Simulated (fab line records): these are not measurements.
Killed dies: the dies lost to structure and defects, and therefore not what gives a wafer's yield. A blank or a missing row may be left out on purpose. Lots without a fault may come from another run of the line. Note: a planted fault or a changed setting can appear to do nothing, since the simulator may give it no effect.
What tool caused it? ; flow gf180mcu ; 42 wafers from 14 lots sampled at 5 of the route's 602 steps

== WHAT THE GAUGES SHOWED, per wafer ==
GF_STI_CD_MEAS_12: the cd target is 220 nm.
lot;measured;on;cd nm (nm)
L708;day 2 02:29;cd sem-01;218.2 217.8 216.7
L709;day 2 06:19;cd sem-01;220.0 220.6 220.4
L710;day 2 11:47;cd sem-01;219.0 218.4 218.9
L711;day 2 17:03;cd sem-02;219.4 219.6 219.3
L712;day 2 22:19;cd sem-01;222.5 222.2 222.7
L716;day 3 20:46;cd sem-01;217.5 217.9 217.6
L717;day 4 01:58;cd sem-01;219.5 220.7 219.7
L724;day 5 12:22;cd sem-02;222.3 220.6 220.5
L725;day 5 16:11;cd sem-01;218.5 219.3 219.8
L727;day 6 04:34;cd sem-02;216.7 218.3 217.3
L728;day 6 07:31;cd sem-01;217.6 217.6 218.1
L729;day 6 13:04;cd sem-01;220.9 220.1 220.6
L730;day 6 19:31;cd sem-01;218.9 218.9 217.5
L731;day 6 23:46;cd sem-01;220.8 218.7 220.8

GF_MVSD_OVL_MEAS_07.
lot;measured;on;MVSD_OVL (nm)
L708;day 4 11:40;overlay-01;2.1 1.0 -1.1
L709;day 4 17:24;overlay-01;-0.5 0.6 -2.6
L710;day 4 21:26;overlay-02;0.0 -0.4 0.5
L711;day 5 04:34;overlay-02;1.4 -0.4 -1.0
L712;day 5 09:07;overlay-01;0.2 0.3 -1.0
L716;day 6 11:28;overlay-02;0.0 0.7 -1.4
L717;day 6 18:34;overlay-01;-0.8 -1.1 -0.1
L724;day 8 07:27;overlay-01;-2.0 -2.0 -1.4
L725;day 8 11:35;overlay-02;-0.7 0.6 -0.1
L727;day 9 01:01;overlay-01;-0.2 0.8 0.8
L728;day 9 06:18;overlay-02;-2.5 -2.8 -1.1
L729;day 9 11:24;overlay-01;-0.8 0.6 0.6
L730;day 9 18:10;overlay-01;-1.4 -0.5 -0.9
L731;day 10 00:01;overlay-02;0.4 -0.1 -0.4

GF_VT_IMPLANT_RS_MEAS_49: the measuring method here is four-point-probe.
lot;measured;on;MVPSD_RS (ohm/sq)
L708;day 7 15:03;film metro-01;1173 1171 1171
L709;day 7 21:32;film metro-01;1170 1172 1171
L710;day 8 03:32;film metro-03;1167 1169 1164
L711;day 8 10:36;film metro-03;1174 1172 1170
L712;day 8 14:22;film metro-03;1170 1167 1169
L716;day 9 23:29;film metro-01;1107 1105 1106
L717;day 10 07:09;film metro-01;1105 1105 1105
L724;day 12 01:40;film metro-04;1163 1170 1170
L725;day 12 07:43;film metro-03;1169 1167 1167
L727;day 12 21:19;film metro-04;1167 1166 1167
L728;day 13 04:53;film metro-04;1171 1171 1173
L729;day 13 11:23;film metro-03;1167 1166 1167
L730;day 13 17:44;film metro-04;1172 1171 1172
L731;day 13 23:35;film metro-01;1170 1169 1169

GF_POLY_GATE_THK_MEAS_01.
lot;measured;on;POLY_GATE_CVD_00_THK (nm)
L708;day 8 11:53;film metro-03;199.9 199.9 201.0
L709;day 8 18:22;film metro-02;195.6 197.0 197.2
L710;day 9 01:53;film metro-03;198.9 201.1 199.8
L711;day 9 09:35;film metro-03;198.0 199.2 199.2
L712;day 9 12:25;film metro-03;200.9 198.8 201.1
L716;day 10 23:58;film metro-01;199.3 199.1 198.2
L717;day 11 06:58;film metro-02;197.8 198.7 197.8
L724;day 13 05:59;film metro-01;201.3 201.6 202.3
L725;day 13 14:14;film metro-01;201.9 201.0 200.3
L727;day 14 05:25;film metro-01;201.9 202.5 202.5
L728;day 14 11:14;film metro-01;200.1 201.9 201.5
L729;day 14 18:59;film metro-01;202.6 200.5 201.6
L730;day 15 00:26;film metro-01;199.7 202.3 201.7
L731;day 15 02:40;film metro-02;198.4 199.2 195.9

== TOOL THAT RAN EACH LOT (tool first, then ch and the chambers of the sampled wafers, then the start) ==
lot;GF_MVPSD_IMPLANT_09
L708;implanter-04 ch 0, day 5 01:55
L709;implanter-01 ch 0, day 5 07:43
L710;implanter-01 ch 0, day 5 12:26
L711;implanter-01 ch 0, day 5 19:17
L712;implanter-02 ch 0, day 5 23:28
L716;implanter-02 ch 0, day 7 03:44
L717;implanter-02 ch 0, day 7 10:20
L724;implanter-04 ch 0, day 9 00:56
L725;implanter-04 ch 0, day 9 05:29
L727;implanter-04 ch 0, day 9 18:10
L728;implanter-04 ch 0, day 10 00:50
L729;implanter-02 ch 0, day 10 05:44
L730;implanter-04 ch 0, day 10 12:07
L731;implanter-02 ch 0, day 10 17:55
- GF_MVPSD_IMPLANT_09

== AS READ BY THE TOOLS THEMSELVES (means over the sampled wafers that have a number; for cases with no such wafer, the mark the record gives instead) ==
GF_MVPSD_IMPLANT_09.
lot;tool;dose ions cm2;faraday current uA
L708;implanter-04;5e+12;28.2
L709;implanter-01;5e+12;28.2
L710;implanter-01;5e+12;28.4
L711;implanter-01;5e+12;28.8
L712;implanter-02;5e+12;28.3
L716;implanter-02;7e+12;37.0
L717;implanter-02;7e+12;36.8
L724;implanter-04;5e+12;27.8
L725;implanter-04;5e+12;27.4
L727;implanter-04;5e+12;28.8
L728;implanter-04;5e+12;28.2
L729;implanter-02;5e+12;28.4
L730;implanter-04;5e+12;28.3
L731;implanter-02;5e+12;28.4

== THE ANSWER, worked out from the rows above alone ==
Rule: the usual values come from the lots themselves. Put in order of their means at a reading, lots are off if they are a third of the lots or fewer, leave a main group of 4 or more, and stand apart from it by a gap of 3 or more times the standard deviation of the main group's means; of several such gaps the widest counts. A main group is skipped when, at the precision printed for the reading in the tables above, its means are all equal. A lot without any number at a reading at which 4 lots or more have one is off too. Where the step has rows for the other lots, those lots are counted as sound. Order of review: gauges by route order, followed by the tools' own readings, for which a lot's mean as printed above is used. The first step at which some lot is off is used, and at that step the reading that is off furthest; a lot without a number counts as furthest.
Off: L716, L717, seen at GF_VT_IMPLANT_RS_MEAS_49 (MVPSD_RS). Main group: mean 1169 ohm/sq, sd 2.1.
If a tool, at a process step before that reading, ran all the lots that are off and no sound lot after the first of them, it fits. The gauges at GF_VT_IMPLANT_RS_MEAS_49 aren't tried: what is off there is off at GF_MVPSD_IMPLANT_09 too, on other tools, and a gauge's error can't cause that. Of those tried, none fits.

== WHAT THE SIMULATOR HAD INSERTED ==
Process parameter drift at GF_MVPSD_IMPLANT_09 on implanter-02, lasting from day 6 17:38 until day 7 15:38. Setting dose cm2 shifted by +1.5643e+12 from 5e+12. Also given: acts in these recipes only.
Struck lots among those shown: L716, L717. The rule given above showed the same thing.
